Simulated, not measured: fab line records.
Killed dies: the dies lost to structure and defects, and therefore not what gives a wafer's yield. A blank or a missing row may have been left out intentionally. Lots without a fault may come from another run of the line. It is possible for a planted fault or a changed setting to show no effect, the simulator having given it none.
Which of the tools did it?    flow sky130    18 wafers sampled from 6 lots at 1 step of a route of 708

## WHAT EACH GAUGE READ, for each wafer
SKY_LI_CONTACT_THK_MEAS_23: measures by xrf.
lot   measured      on             LI_CONTACT_W_THK (nm)
L610  day 30 01:12  film metro-03  408 408 404
L616  day 31 19:57  film metro-01  414 417 416
L619  day 32 22:12  film metro-01  404 408 411
L622  day 33 20:49  film metro-02  415 410 413
L624  day 34 05:02  film metro-02  413 420 414
L631  day 36 08:13  film metro-01  403 412 414

## TOOL THAT RAN EACH LOT (tool first, then ch and the chambers of the sampled wafers, then the start)
Before these readings, the record contains no process step.

## THE ANSWER, worked out from the rows above alone
Rule: what is usual is taken from the lots themselves. The widest of any qualifying gaps counts: lots, ordered by their means at a reading, are off when they make up no more than a third of the lots, leave a main group of 4 or more, and stand apart from it by 3 or more times the standard deviation of that group's means. If all means in a main group match to the digits the tables above print for the reading, that group is not used. A lot without any number at a reading at which 4 lots or more have one is off too. All remaining lots with rows at the step are treated as sound.
Nothing can be told from this: no lot is off at any reading shown.

## WHAT THE SIMULATOR HAD PUT IN
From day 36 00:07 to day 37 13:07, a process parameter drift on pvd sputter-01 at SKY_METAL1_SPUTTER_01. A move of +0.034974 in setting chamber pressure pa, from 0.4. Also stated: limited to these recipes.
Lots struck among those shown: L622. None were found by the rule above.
